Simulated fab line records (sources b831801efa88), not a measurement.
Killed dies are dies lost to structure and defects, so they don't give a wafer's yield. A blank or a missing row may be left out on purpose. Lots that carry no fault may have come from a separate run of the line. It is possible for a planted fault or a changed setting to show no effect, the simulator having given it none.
Which tool was responsible? | flow gf180mcu | 11 lots with 33 wafers sampled at 5 steps, on a route of 602 steps

== WHAT EACH GAUGE READ, for each wafer ==
GF_V5_OVL_MEAS_15.
lot  | measured     | on         | V5_OVL (nm)
L384 | day 27 03:53 | overlay-01 | 6 -3 9
L386 | day 27 18:59 | overlay-01 | 2 10 4
L387 | day 28 03:33 | overlay-02 | -6 -11 -8
L391 | day 29 12:53 | overlay-01 | -2 -5 -9
L392 | day 29 17:45 | overlay-02 | -4 -1 -4
L399 | day 31 18:53 | overlay-02 | 6 10 5
L400 | day 31 23:59 | overlay-01 | -8 -14 -11
L401 | day 32 05:26 | overlay-01 | -6 -4 2
L402 | day 32 12:47 | overlay-01 | -5 -8 -4
L403 | day 32 17:30 | overlay-02 | -11 -7 -14
L407 | day 33 18:29 | overlay-01 | 7 6 8

GF_PASSIVATION_THK_MEAS_01.
lot  | measured     | on           | PASSIVATION_CVD_00_THK (nm)
L384 | day 28 01:58 | filmMetro-04 | 1008 990 1017
L386 | day 28 16:00 | filmMetro-03 | 982 997 1006
L387 | day 29 01:19 | filmMetro-04 | 1003 1013 1022
L391 | day 30 09:38 | filmMetro-04 | 1003 994 1007
L392 | day 30 15:44 | filmMetro-04 | 984 996 1007
L399 | day 32 14:02 | filmMetro-01 | 1290 1302 1289
L400 | day 32 18:50 | filmMetro-03 | 1281 1285 1308
L401 | day 33 00:28 | filmMetro-01 | 993 986 1008
L402 | day 33 07:32 | filmMetro-04 | 987 1010 1014
L403 | day 33 11:20 | filmMetro-01 | 959 989 996
L407 | day 34 11:57 | filmMetro-04 | 971 985 1002

== WHAT TOOL EACH LOT RAN ON (gives the tool, then ch and the chambers of the sampled wafers, and finally the start) ==
lot  | GF_V4_ETCH_16                     | GF_V4_CVD_23                 | GF_PASSIVATION_CVD_00
L384 | rieDiel-03 ch 0,2, day 24 08:38   | cvdW-01 ch 1, day 24 09:23   | pecvd-03 ch 0,1, day 28 01:54
L386 | rieDiel-04 ch 0,1, day 25 02:04   | cvdW-01 ch 0,1, day 25 02:55 | pecvd-02 ch 0,1, day 28 15:55
L387 | rieDiel-03 ch 0,1,3, day 25 10:53 | cvdW-02 ch 0,1, day 25 11:46 | pecvd-02 ch 0,2, day 29 01:13
L391 | rieDiel-02 ch 0,2, day 26 22:10   | cvdW-02 ch 0,1, day 26 22:55 | pecvd-01 ch 0,1,2, day 30 09:33
L392 | rieDiel-02 ch 0,2, day 27 06:01   | cvdW-01 ch 0,1, day 27 06:46 | pecvd-01 ch 0,1,2, day 30 15:40
L399 | rieDiel-02 ch 1,2,3, day 29 09:26 | cvdW-01 ch 0,1, day 29 10:13 | pecvd-01 ch 0,1,2, day 32 13:58
L400 | rieDiel-04 ch 2,3, day 29 14:47   | cvdW-01 ch 0, day 29 15:32   | pecvd-01 ch 1,2, day 32 18:45
L401 | rieDiel-02 ch 1,2,3, day 29 21:43 | cvdW-02 ch 0,1, day 29 22:28 | pecvd-03 ch 0,1,2, day 33 00:24
L402 | rieDiel-04 ch 1,2,3, day 30 05:28 | cvdW-02 ch 0,1, day 30 06:17 | pecvd-03 ch 1,2, day 33 07:26
L403 | rieDiel-02 ch 0,2, day 30 09:29   | cvdW-01 ch 0, day 30 10:15   | pecvd-02 ch 0,1,2, day 33 11:15
L407 | rieDiel-04 ch 1,2, day 31 13:26   | cvdW-02 ch 1, day 31 14:14   | pecvd-03 ch 0,2, day 34 11:53
- GF_V4_ETCH_16: etches BARC in N2/H2.
- GF_V4_CVD_23: deposits W, target thk 350 nm, time 104.9 s.
- GF_PASSIVATION_CVD_00: deposits SiO2 from TEOS, target thk 1000 nm, time 111.95 s.

== AS READ BY THE TOOLS THEMSELVES (means over the sampled wafers that have a number; for cases with no such wafer, the mark the record gives instead) ==
GF_V4_ETCH_16.
lot  | tool       | drypumpMotorCurrentA (A) | oesProductAu (a.u.) | throttleValvePct (%)
L384 | rieDiel-03 | 5.5                      | 0.855               | 13.215
L386 | rieDiel-04 | 5.9                      | 0.859               | 13.230
L387 | rieDiel-03 | 5.5                      | 0.852               | 13.224
L391 | rieDiel-02 | 5.8                      | 0.851               | 13.220
L392 | rieDiel-02 | 5.6                      | 0.851               | 13.221
L399 | rieDiel-02 | 5.6                      | 0.857               | 13.225
L400 | rieDiel-04 | 5.6                      | 0.860               | 13.214
L401 | rieDiel-02 | 5.5                      | 0.854               | 13.224
L402 | rieDiel-04 | 5.9                      | 0.855               | 13.237
L403 | rieDiel-02 | 5.8                      | 0.851               | 13.228
L407 | rieDiel-04 | 6.2                      | 0.849               | 13.222

GF_V4_CVD_23.
lot  | tool    | chamberPressureTorr (Torr) | heaterPowerW (W) | susceptorTempC (C)
L384 | cvdW-01 | 39.99                      | 862              | 399.96
L386 | cvdW-01 | 40.07                      | 902              | 399.92
L387 | cvdW-02 | 40.00                      | 789              | 399.79
L391 | cvdW-02 | 40.01                      | 786              | 399.70
L392 | cvdW-01 | 39.97                      | 912              | 399.90
L399 | cvdW-01 | 40.01                      | 895              | 399.95
L400 | cvdW-01 | 39.96                      | 917              | 400.00
L401 | cvdW-02 | 40.08                      | 793              | 399.91
L402 | cvdW-02 | 39.99                      | 775              | 400.03
L403 | cvdW-01 | 39.95                      | 932              | 399.58
L407 | cvdW-02 | 40.00                      | 823              | 399.77

GF_PASSIVATION_CVD_00.
lot  | tool     | heaterPowerW (W) | susceptorTempC (C)
L384 | pecvd-03 | 639              | 399.96
L386 | pecvd-02 | 689              | 399.83
L387 | pecvd-02 | 648              | 400.17
L391 | pecvd-01 | 677              | 400.19
L392 | pecvd-01 | 748              | 399.96
L399 | pecvd-01 | 689              | 399.95
L400 | pecvd-01 | 698              | 400.15
L401 | pecvd-03 | 763              | 400.06
L402 | pecvd-03 | 854              | 400.04
L403 | pecvd-02 | 581              | 400.02
L407 | pecvd-03 | 621              | 400.14

== THE ANSWER, worked out from the rows above alone ==
Rule: usual is defined by the lots themselves. The widest of any qualifying gaps counts: lots, ordered by their means at a reading, are off when they make up no more than a third of the lots, leave a main group of 4 or more, and stand apart from it by 3 or more times the standard deviation of that group's means. A main group whose means are all the same, to the digits that the tables above print for the reading, isn't used. A lot without any number at a reading at which 4 lots or more have one is off too. Where the step has rows for the other lots, those lots are counted as sound. First the gauges in route order, then the tools' own readings, where a lot's mean is used as printed above. The first step at which some lot is off is used, and at that step the reading that is off furthest; a lot without a number counts as furthest.
Off: at GF_PASSIVATION_THK_MEAS_01 (PASSIVATION_CVD_00_THK), L399, L400. For the main group the mean is 997 nm and the standard deviation 9.1.
If a tool, at a process step before that reading, ran all the lots that are off and no sound lot after the first of them, it fits. The gauges at GF_PASSIVATION_THK_MEAS_01 are tried like those tools. One fits: GF_PASSIVATION_CVD_00 on pecvd-01. Its last sound lot is L392 (day 30 15:40), its first lot that is off L399 (day 32 13:58): a fault that began between those two fits.

== WHAT THE SIMULATOR PUT IN ==
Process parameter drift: pecvd-01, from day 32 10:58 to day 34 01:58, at GF_PASSIVATION_CVD_00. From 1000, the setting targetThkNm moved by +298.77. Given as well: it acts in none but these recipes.
Struck lots among those shown: L399, L400. The rule given above showed the same thing.
